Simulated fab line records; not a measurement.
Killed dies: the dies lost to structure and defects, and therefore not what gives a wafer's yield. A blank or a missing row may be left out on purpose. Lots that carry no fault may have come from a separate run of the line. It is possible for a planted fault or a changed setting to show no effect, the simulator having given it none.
Struck lot and sound lot, side by side	flow gf180mcu	14 out of 602 route steps
Sound: the wafers L225.3, L225.4, L225.5. Struck: wafer L242.2; the same lot's L242.1 was not struck, so it is left out; see the end for the cause.
Per side, at each step with rows, come the tool, then ch with its chambers, and then its first start. Under that, the readings that differ: sound wafers	struck wafers	difference of the means	sigmas: that difference in standard deviations of wafers without a fault.
alike: same words and numbers on both sides, and readings whose means sit less than 2 such deviations apart. not compared: any withheld reading, any reading some wafer has no value for, any bound like >300 that may hide the same value, and any number with overlapping values for which the record gives no deviation.
A row with sigmas, a row that says differs or no value, or rows on one side alone: a step with any of these is where the two part. Numbers that have no deviation but don't overlap get no sigmas and don't part them. A reading missing from all wafers of one side parts the sides only when that side holds two or more wafers.

GF_CONTACT_ETCH_16: etches BARC in N2/H2.
  sound on rie diel-04 ch 0,2, day 16 22:49; struck on rie diel-04 ch 3, day 22 22:55
  alike: drypump motor current A, oes product au, throttle valve pct
GF_CONTACT_ETCH_17: etches SiO2 in C4F8/O2/Ar, stops on CoSi2, target depth 860 nm.
  sound on rie diel-04 ch 0,2; struck on rie diel-04 ch 3
  alike: oes product au
GF_CONTACT_STRIP_18: strips in O2/N2.
  sound on plasma asher-01 ch 0,1, day 16 23:01; struck on plasma asher-04 ch 1, day 22 23:04
reading	sound	struck	difference	sigmas
heater power w (W)	321 315 306	342	+28	+3
rf hours counter h (h)	- - -	44	no value on the sound wafers	
  alike: drypump motor current A, oes product au, platen temp c
then, 3 steps without rows for these wafers: GF_CONTACT_CLEAN_19 (cleans in SPM); GF_CONTACT_CLEAN_20 (cleans in DIW); GF_CONTACT_CLEAN_21 (cleans in dHF, time 20 s).
GF_CONTACT_SPUTTER_22: material Ti, target thk 15 nm, time 80.02 s.
  sound: pvd sputter-01 at day 16 23:16; struck: pvd sputter-02 at day 22 23:22
  alike: throttle valve pct
then, 2 steps without rows for these wafers: GF_CONTACT_SPUTTER_23 (material TiN, target thk 10 nm, time 40 s); GF_CONTACT_CVD_24 (deposits W, target thk 300 nm, time 90.339 s).
GF_CONTACT_RS_MEAS_25: measures by four-point-probe.
  sound: film metro-02 at day 16 23:31; struck: film metro-04 at day 22 23:34
  alike: CONTACT_W_RS
GF_CONTACT_THK_MEAS_26: measures by xrf.
  sound: film metro-02 at day 16 23:37; struck: film metro-04 at day 22 23:41
  alike: CONTACT_W_THK
then, 1 step without rows for these wafers: GF_CONTACT_CMP_27 (polishes, stops on SiO2, t overpolish 15 s, target thk 0 nm).
GF_M1_SPUTTER_00: material Ti, target thk 37.5 nm, time 150 s.
  sound: pvd sputter-02 at day 16 23:57; struck: pvd sputter-04 at day 23 00:03
reading	sound	struck	difference	sigmas
model.Ti_of_M1_SPUTTER_00.thk nm (nm)	38.14 38.6 38.31	39.27	+0.92	
  alike: throttle valve pct
GF_M1_SPUTTER_01: material TiN, target thk 30 nm, time 25 s.
  sound: pvd sputter-02 at day 17 00:04; struck: pvd sputter-04 at day 23 00:09
  alike: throttle valve pct

## WHERE THEY PART
At GF_CONTACT_STRIP_18 and nowhere else, as far as this record goes. Later steps at which nothing parts them and some readings are alike: GF_CONTACT_SPUTTER_22, GF_CONTACT_RS_MEAS_25, GF_CONTACT_THK_MEAS_26, GF_M1_SPUTTER_00, GF_M1_SPUTTER_01.

WHY: the cause the simulator had injected
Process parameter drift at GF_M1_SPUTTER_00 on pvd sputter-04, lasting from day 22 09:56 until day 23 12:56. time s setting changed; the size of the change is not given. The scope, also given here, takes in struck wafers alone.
